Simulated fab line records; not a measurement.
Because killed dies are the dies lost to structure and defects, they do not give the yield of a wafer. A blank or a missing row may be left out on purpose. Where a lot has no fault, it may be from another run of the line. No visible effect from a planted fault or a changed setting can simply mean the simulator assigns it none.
Chamber matching ; flow sky130 ; 4 sister chambers for SKY_VIA3_ETCH_15 on rie_diel-04
The step etches SiO2 in C4F8/O2/Ar, stops on TiN, target depth 507 nm, time 78 s. 20 wafers are shown with their chamber, then 10 later ones without.

## WAFERS PAIRED WITH THEIR CHAMBERS
wafer;chamber;oes_product_au (a.u.)
L074.2;1;0.934
L074.3;2;0.941
L074.4;3;0.938
L076.2;1;0.943
L076.4;0;0.943
L076.6;3;0.935
L077.1;1;0.943
L077.3;0;0.934
L077.5;2;0.933
L080.1;0;0.931
L080.3;3;0.933
L080.5;3;0.930
L079.1;2;0.939
L079.3;3;0.931
L079.4;0;0.947
L082.2;2;0.939
L082.4;1;0.936
L082.6;1;0.939
L083.3;2;0.933
L083.4;1;0.942

SIGNATURES (means of the wafers above)
reading;chamber 0;chamber 1;chamber 2;chamber 3;scatter within a chamber
oes_product_au;0.93875;0.93950;0.93700;0.93340;0.00461
Rule: for each reading, subtract the chamber's mean from the wafer's reading, divide by that reading's scatter and square the result; add these up over the readings and take the root, which gives the wafer's distance from the chamber. The wafer belongs to the nearest chamber; if the next one is less than 2 further off, it can't be placed. The scatter: take each reading less its chamber's mean, square it, sum over the shown wafers, divide by the number of wafers less the number of chambers, and take the root.

## WAFERS WHOSE CHAMBER IS MISSING
wafer;oes_product_au (a.u.)
L083.5;0.946
L085.2;0.934
L085.3;0.946
L085.4;0.931
L087.1;0.931
L087.4;0.935
L087.6;0.934
L097.2;0.932
L097.3;0.931
L097.6;0.945

## WHICH CHAMBER EACH ONE RAN IN
wafer;from the rows above;in truth
L083.5;can't be placed: 1 or 0 or 2 or 3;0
L085.2;can't be placed: 3 or 2 or 0 or 1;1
L085.3;can't be placed: 1 or 0 or 2 or 3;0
L085.4;can't be placed: 3 or 2 or 0 or 1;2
L087.1;can't be placed: 3 or 2 or 0 or 1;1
L087.4;can't be placed: 3 or 2 or 0 or 1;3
L087.6;can't be placed: 3 or 2 or 0 or 1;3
L097.2;can't be placed: 3 or 2 or 0 or 1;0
L097.3;can't be placed: 3 or 2 or 0 or 1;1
L097.6;can't be placed: 1 or 0 or 2 or 3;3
Placed correctly: 0 of 10. From these rows, 10 cannot be placed; in 10 the true chamber is one of the candidates. Number placed wrongly: 0.
